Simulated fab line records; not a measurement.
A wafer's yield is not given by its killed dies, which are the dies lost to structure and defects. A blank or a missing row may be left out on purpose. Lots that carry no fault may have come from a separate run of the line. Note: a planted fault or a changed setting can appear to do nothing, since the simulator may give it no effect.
fab line records -- flow sky130
record: lots: 15, wafers: 45, last-day: 50
route steps=708 shown CONTACT@425 METAL2@496 VIA2@520
lots that met no fault: from a run of the same line without faults
start-h: the number of hours between the record's first day and the start of the first shown wafer of the lot -- wait-h: how many hours have passed since the lot's step before this one -- " unchanged from the row above -- L1.1+2: a single row standing in for several wafers -- - value missing, or start not given -- * or withheld: withheld -- < > ~ a bound
route shown NAME@n: a module of which the file shows steps, and the number in the route of the first -- usual: mean/standard deviation of fault-free wafers -- same: alike in all rows -- chamber/n: place in a boat -- sites: the reading at each site -- _std_site: the standard deviation of these -- _edge_site: mean of outer sites minus mean of inner sites -- radius-mm: for every site, how far away it sits from the centre of the wafer -- mask NAME#n: copy n -- behind: the last tool/chamber to shape the wafer -- hold: why the lot was held/for how many hours/how that ended -- device: whichever transistor did not switch (one of n, p or np) -- end of line: tests of these same wafers at the route's end -- a step given without rows: its recipe and nothing more -- killed: count of dies lost to structure and defects at first sort (not the wafer's yield) -- map: a wafer's dies, x killed, . not, _ none there
set.NAME: the setting the step ran with; set.NAME@STEP: the setting that earlier step ran with -- model.NAME: the simulator's own value behind a step, which no gauge read
route steps across a sampled set of lots; one table per step, one row per wafer
services: a tool's chamber out of use, with start hour (start-h, from the record's first day; less than 0 if before it), hours out, and reason
== steps ==
step: SKY_CONTACT_STRIP_19
recipe: chemistry: O2/N2, power-w: 1400, pressure-mtorr: 1500, platen-temp-c: withheld, o2-flow-sccm: 3000, n2-flow-sccm: 300, overash-fraction: 0.5
usual: drypump-motor-current-A: 5.5/0.35, n2-flow-sccm: 299.8/2, oes-product-au: 0.381/0.0046, strip-time-to-endpoint-s: 3.63/0.037
lot.wafer,tool,chamber,start-h,wait-h,drypump-motor-current-A,n2-flow-sccm,oes-product-au,rf-hours-counter-h,strip-time-to-endpoint-s
L192.2,plasma-asher-01,0,725.36,-,5.7,299.8,0.376,29,3.66
L192.4,plasma-asher-01,1,725.36,-,5.0,300.4,0.375,-,3.65
L192.5,plasma-asher-01,0,725.36,-,5.7,300.7,0.382,-,3.59
L191.2,plasma-asher-02,0,728.34,-,5.7,300.1,0.376,105,3.62
L191.3,plasma-asher-02,1,728.34,-,5.8,297.6,0.382,-,3.58
L191.5,plasma-asher-02,1,728.34,-,5.8,298.9,0.380,-,3.63
L193.1,plasma-asher-02,0,744.36,-,5.7,301.1,0.380,0,3.62
L193.4,plasma-asher-02,0,744.36,-,5.7,300.1,0.381,-,3.64
L193.5,plasma-asher-02,1,744.36,-,5.8,300.2,0.378,-,3.59
L194.1,plasma-asher-02,1,763.49,-,5.8,301.1,0.390,2,3.69
L194.2,plasma-asher-02,0,763.49,-,5.7,299.2,0.378,2,3.66
L194.3,plasma-asher-02,0,763.49,-,5.7,299.9,0.380,-,3.62
L195.1,plasma-asher-02,1,771.06,-,5.8,300.6,0.381,3,3.63
L195.3,plasma-asher-02,0,771.06,-,5.7,299.7,0.376,-,3.61
L195.6,plasma-asher-02,0,771.06,-,5.7,299.7,0.381,-,3.62
L197.2,plasma-asher-01,1,782.17,-,4.9,279.4,0.379,34,3.65
L197.5,plasma-asher-01,1,782.17,-,5.0,300.2,0.379,-,3.63
L197.6,plasma-asher-01,0,782.17,-,5.7,300.8,0.377,-,3.61
L201.2,plasma-asher-01,0,816.54,-,5.7,301.2,0.372,37,3.62
L201.4,plasma-asher-01,0,816.54,-,5.7,300.2,0.382,-,3.56
L201.5,plasma-asher-01,1,816.54,-,4.9,299.8,0.378,-,3.63
L204.4,plasma-asher-01,0,836.29,-,5.7,299.2,0.384,-,3.63
L204.5,plasma-asher-01,1,836.29,-,5.0,301.7,0.385,-,3.66
L204.6,plasma-asher-01,0,836.29,-,5.7,299.2,0.386,-,3.61
L206.2,plasma-asher-01,0,842.56,-,5.7,298.8,0.378,40,3.62
L206.4,plasma-asher-01,0,842.56,-,5.7,301.0,0.379,-,3.56
L206.5,plasma-asher-01,1,842.56,-,4.9,300.2,0.392,-,3.60
L207.1,plasma-asher-01,1,853.24,-,5.0,301.2,0.384,41,3.55
L207.2,plasma-asher-01,0,853.24,-,5.7,299.6,0.378,41,3.63
L207.6,plasma-asher-01,1,853.24,-,5.0,300.8,0.377,-,3.54
L208.1,plasma-asher-02,1,858.59,-,5.8,299.8,0.376,12,3.58
L208.3,plasma-asher-02,1,858.59,-,5.8,301.7,0.377,-,3.63
L208.5,plasma-asher-02,0,858.59,-,5.7,298.7,0.380,-,3.58
L209.2,plasma-asher-02,0,872.64,-,5.7,299.6,0.380,13,3.65
L209.3,plasma-asher-02,0,872.64,-,5.7,300.1,0.384,-,3.63
L209.4,plasma-asher-02,1,872.64,-,5.8,301.3,0.392,-,3.65
L212.2,plasma-asher-01,1,901.80,-,5.0,298.7,0.377,46,3.62
L212.5,plasma-asher-01,1,901.80,-,4.9,302.2,0.384,-,3.61
L212.6,plasma-asher-01,0,901.80,-,5.7,302.1,0.381,-,3.52
L211.1,plasma-asher-02,0,904.69,-,5.7,300.1,0.382,17,3.60
L211.4,plasma-asher-02,1,904.69,-,5.8,300.1,0.389,-,3.61
L211.5,plasma-asher-02,0,904.69,-,5.7,299.4,0.387,-,3.70
L214.2,plasma-asher-01,0,908.84,-,5.7,298.0,0.375,47,3.67
L214.3,plasma-asher-01,0,908.84,-,5.7,299.7,0.381,-,3.63
L214.5,plasma-asher-01,1,908.84,-,5.0,299.5,0.387,-,3.60
step: SKY_METAL2_PEB_13
recipe: peb-temp-c: withheld, peb-time-s: withheld, resist: KrF-thick
usual: chill-plate-temp-C: *, exhaust-pa: 44.9/0.84
lot.wafer,tool,chamber,start-h,wait-h,chill-plate-temp-C,exhaust-pa
L192.2,litho-track-04,0,808,-,*,44.4
L192.4,litho-track-04,0,808,-,*,44.8
L192.5,litho-track-04,0,808,-,*,45.0
L191.2,litho-track-03,0,813,-,*,44.9
L191.3,litho-track-03,0,813,-,*,45.0
L191.5,litho-track-03,0,813,-,*,44.4
L193.1,litho-track-04,0,827,-,*,45.7
L193.4,litho-track-04,0,827,-,*,45.6
L193.5,litho-track-04,0,827,-,*,46.0
L194.1,litho-track-04,-,846,-,-,-
L194.2,litho-track-04,-,846,-,-,-
L194.3,litho-track-04,-,846,-,-,-
L195.1,litho-track-01,-,854,-,-,-
L195.3,litho-track-01,-,854,-,-,-
L195.6,litho-track-01,-,854,-,-,-
L197.2,litho-track-04,-,864,-,-,-
L197.5,litho-track-04,-,864,-,-,-
L197.6,litho-track-04,-,864,-,-,-
L201.2,litho-track-03,0,898,-,*,44.3
L201.4,litho-track-03,0,898,-,*,43.2
L201.5,litho-track-03,0,898,-,*,43.8
L204.4,litho-track-01,0,916,-,*,46.2
L204.5,litho-track-01,0,916,-,*,45.0
L204.6,litho-track-01,0,916,-,*,45.3
L206.2,litho-track-01,0,922,-,*,45.9
L206.4,litho-track-01,0,922,-,*,45.2
L206.5,litho-track-01,0,922,-,*,44.4
L207.1,litho-track-01,0,931,-,*,44.2
L207.2,litho-track-01,0,931,-,*,44.0
L207.6,litho-track-01,0,931,-,*,45.6
L208.1,litho-track-04,0,938,-,*,45.1
L208.3,litho-track-04,0,938,-,*,45.2
L208.5,litho-track-04,0,938,-,*,44.8
L209.2,litho-track-03,0,950,-,*,44.8
L209.3,litho-track-03,0,950,-,*,44.1
L209.4,litho-track-03,0,951,-,*,44.7
L212.2,litho-track-01,0,979,-,*,43.6
L212.5,litho-track-01,0,979,-,*,43.6
L212.6,litho-track-01,0,979,-,*,43.6
L211.1,litho-track-04,0,982,-,*,45.3
L211.4,litho-track-04,0,982,-,*,47.1
L211.5,litho-track-04,0,982,-,*,45.3
L214.2,litho-track-04,0,986,-,*,45.5
L214.3,litho-track-04,0,986,-,*,45.3
L214.5,litho-track-04,0,986,-,*,44.9
step: SKY_METAL2_DESCUM_17
recipe: chemistry: O2, source-power-w: 150, bias-power-w: 0, pressure-mtorr: 10, temp-c: 40, time-s: 8
usual: drypump-motor-current-A: 5.71/0.23, oes-product-au: 1.000/0.011
same: time-s: 8
lot.wafer,tool,chamber,start-h,wait-h,drypump-motor-current-A,oes-product-au,rf-hours-counter-h
L192.2,rie-metal-01,0,809.38,0.0,5.66,0.999,-
L192.4,rie-metal-01,0,809.38,0.0,5.61,0.997,-
L192.5,rie-metal-01,0,809.38,0.0,5.70,0.998,-
L191.2,rie-metal-03,0,813.91,0.0,5.38,1.001,12
L191.3,rie-metal-03,1,813.91,0.0,5.74,1.007,-
L191.5,rie-metal-03,0,813.91,0.0,5.40,1.008,-
L193.1,rie-metal-04,0,828.32,0.0,6.17,0.974,9
L193.4,rie-metal-04,0,828.32,0.0,6.19,0.970,-
L193.5,rie-metal-04,0,828.32,0.0,6.18,0.977,-
L194.1,rie-metal-03,0,846.97,0.0,5.39,1.006,13
L194.2,rie-metal-03,1,846.97,0.0,5.77,0.998,14
L194.3,rie-metal-03,1,846.97,0.0,5.77,1.009,-
L195.1,rie-metal-03,1,855.12,0.0,5.77,1.016,14
L195.3,rie-metal-03,1,855.12,0.0,5.79,1.000,-
L195.6,rie-metal-03,0,855.12,0.0,5.36,1.001,-
L197.2,rie-metal-03,0,865.32,0.0,5.37,1.009,14
L197.5,rie-metal-03,1,865.32,0.0,5.77,1.021,-
L197.6,rie-metal-03,0,865.32,0.0,5.36,1.007,-
L201.2,rie-metal-04,1,899.36,0.0,5.57,0.999,8
L201.4,rie-metal-04,1,899.36,0.0,5.54,1.005,-
L201.5,rie-metal-04,0,899.36,0.0,6.19,0.988,-
L204.4,rie-metal-01,0,917.14,0.0,5.71,1.008,-
L204.5,rie-metal-01,0,917.14,0.0,5.69,1.011,-
L204.6,rie-metal-01,1,917.14,0.0,5.74,1.005,-
L206.2,rie-metal-03,0,923.08,0.0,5.40,1.002,16
L206.4,rie-metal-03,1,923.08,0.0,5.78,1.003,-
L206.5,rie-metal-03,1,923.08,0.0,5.78,1.009,-
L207.1,rie-metal-04,1,932.33,0.0,5.54,0.992,9
L207.2,rie-metal-04,0,932.33,0.0,6.17,0.985,13
L207.6,rie-metal-04,1,932.33,0.0,5.54,1.004,-
L208.1,rie-metal-01,1,938.92,0.0,5.73,1.009,6
L208.3,rie-metal-01,0,938.92,0.0,5.68,1.014,-
L208.5,rie-metal-01,1,938.92,0.0,5.73,1.003,-
L209.2,rie-metal-01,0,951.41,0.0,5.63,0.997,9
L209.3,rie-metal-01,1,951.41,0.0,5.74,1.006,-
L209.4,rie-metal-01,0,951.41,0.0,5.64,1.008,-
L212.2,rie-metal-04,0,980.18,0.0,6.15,0.977,16
L212.5,rie-metal-04,1,980.18,0.0,5.56,0.983,-
L212.6,rie-metal-04,0,980.18,0.0,6.17,0.977,-
L211.1,rie-metal-01,0,983.12,0.0,5.71,0.991,11
L211.4,rie-metal-01,1,983.12,0.0,5.74,1.014,-
L211.5,rie-metal-01,1,983.12,0.0,5.75,1.000,-
L214.2,rie-metal-04,1,987.32,0.0,5.54,0.984,12
L214.3,rie-metal-04,0,987.32,0.0,6.18,0.982,-
L214.5,rie-metal-04,0,987.32,0.0,6.17,0.987,-
step: SKY_VIA2_OVL_MEAS_13
usual: VIA2_OVL: 0/5.5
lot.wafer,tool,chamber,start-h,wait-h,VIA2_OVL[nm]
L192.2,overlay-02,-,837.09,0.1,7
L192.4,overlay-02,-,837.09,0.1,2
L192.5,overlay-02,-,837.09,0.1,6
L191.2,overlay-02,-,841.98,0.1,-6
L191.3,overlay-02,-,841.98,0.1,4
L191.5,overlay-02,-,841.98,0.1,0
L193.1,overlay-02,-,855.82,0.1,1
L193.4,overlay-02,-,855.82,0.1,-7
L193.5,overlay-02,-,855.82,0.1,-9
L201.2,overlay-01,-,925.29,0.1,5
L201.4,overlay-01,-,925.29,0.1,-2
L201.5,overlay-01,-,925.29,0.1,6
L204.4,overlay-02,-,943.64,0.1,-1
L204.5,overlay-02,-,943.64,0.1,2
L204.6,overlay-02,-,943.64,0.1,4
L206.2,overlay-01,-,949.54,0.1,-10
L206.4,overlay-01,-,949.54,0.1,-10
L206.5,overlay-01,-,949.54,0.1,-5
L207.1,overlay-01,-,958.62,0.1,15
L207.2,overlay-01,-,958.62,0.1,8
L207.6,overlay-01,-,958.62,0.1,12
L208.1,overlay-01,-,965.03,0.1,5
L208.3,overlay-01,-,965.03,0.1,1
L208.5,overlay-01,-,965.03,0.1,4
L209.2,overlay-01,-,977.00,0.1,-3
L209.3,overlay-01,-,977.00,0.1,5
L209.4,overlay-01,-,977.00,0.1,0
L212.2,overlay-01,-,1003.90,0.1,1
L212.5,overlay-01,-,1003.90,0.1,1
L212.6,overlay-01,-,1003.90,0.1,-3
L211.1,overlay-02,-,1007.89,0.1,0
L211.4,overlay-02,-,1007.89,0.1,1
L211.5,overlay-02,-,1007.89,0.1,3
L214.2,overlay-02,-,1011.78,0.1,-1
L214.3,overlay-02,-,1011.78,0.1,2
L214.5,overlay-02,-,1011.78,0.1,2
== services ==
tool,chamber,start-h,hours,kind
rie-metal-01,-,704.39,2.8,pm
rie-metal-03,0,704.89,1.8,repair
litho-track-04,-,709.09,-,consumable-replace:filter
rie-metal-01,1,709.74,4.2,repair
rie-metal-01,0,721.35,1.3,repair
plasma-asher-02,-,733.75,9.0,pm
plasma-asher-02,0,733.75,9.0,vent-cycle
plasma-asher-02,1,733.75,9.0,vent-cycle
rie-metal-01,0,736.10,-,clean
rie-metal-01,0,736.10,17.2,scheduled-down
plasma-asher-02,0,742.75,-,clean
plasma-asher-02,1,742.75,-,clean
rie-metal-04,0,746.79,5.5,repair
plasma-asher-01,-,760.57,2.8,pm
rie-metal-03,-,770.98,1.4,pm
plasma-asher-01,-,788.99,1.2,repair
plasma-asher-01,-,819.43,2.3,repair
rie-metal-01,0,831.71,6.1,repair
rie-metal-01,0,850.89,8.2,repair
rie-metal-01,-,899.43,1.2,repair
rie-metal-01,-,923.78,1.2,repair
rie-metal-03,-,960.53,1.6,repair
rie-metal-04,-,981.72,2.8,pm
rie-metal-03,0,986.94,14.2,repair
== key ==
first-sign: step: SKY_METAL2_PEB_13, reading: tool-record, direction: missing
effect none on later readings
met-at SKY_METAL2_PEB_13
struck-lots L194,L195,L197
later-rows-left-out L194.1,L194.2,L194.3,L195.1,L195.3,L195.6,L197.2,L197.5,L197.6
sort-left-out L194.1,L194.2,L194.3,L195.1,L195.3,L195.6,L197.2,L197.5,L197.6
not-acting-at SKY_CONTACT_STRIP_19,SKY_METAL2_DESCUM_17,SKY_VIA2_OVL_MEAS_13
onset-between 827 846
fault: kind: skipped-step-whole, tool: litho-track-01,litho-track-04, chamber: -, onset-h: 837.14, steps: SKY_METAL2_PEB_13, scope: struck-lots-only
sort-left-out: the simulated sort isn't trusted on such a fault, so these wafers' sort isn't shown, and their yield isn't known
later-rows-left-out: the simulator's readings of these wafers behind a module that went badly wrong aren't trusted and aren't shown, but for the sort
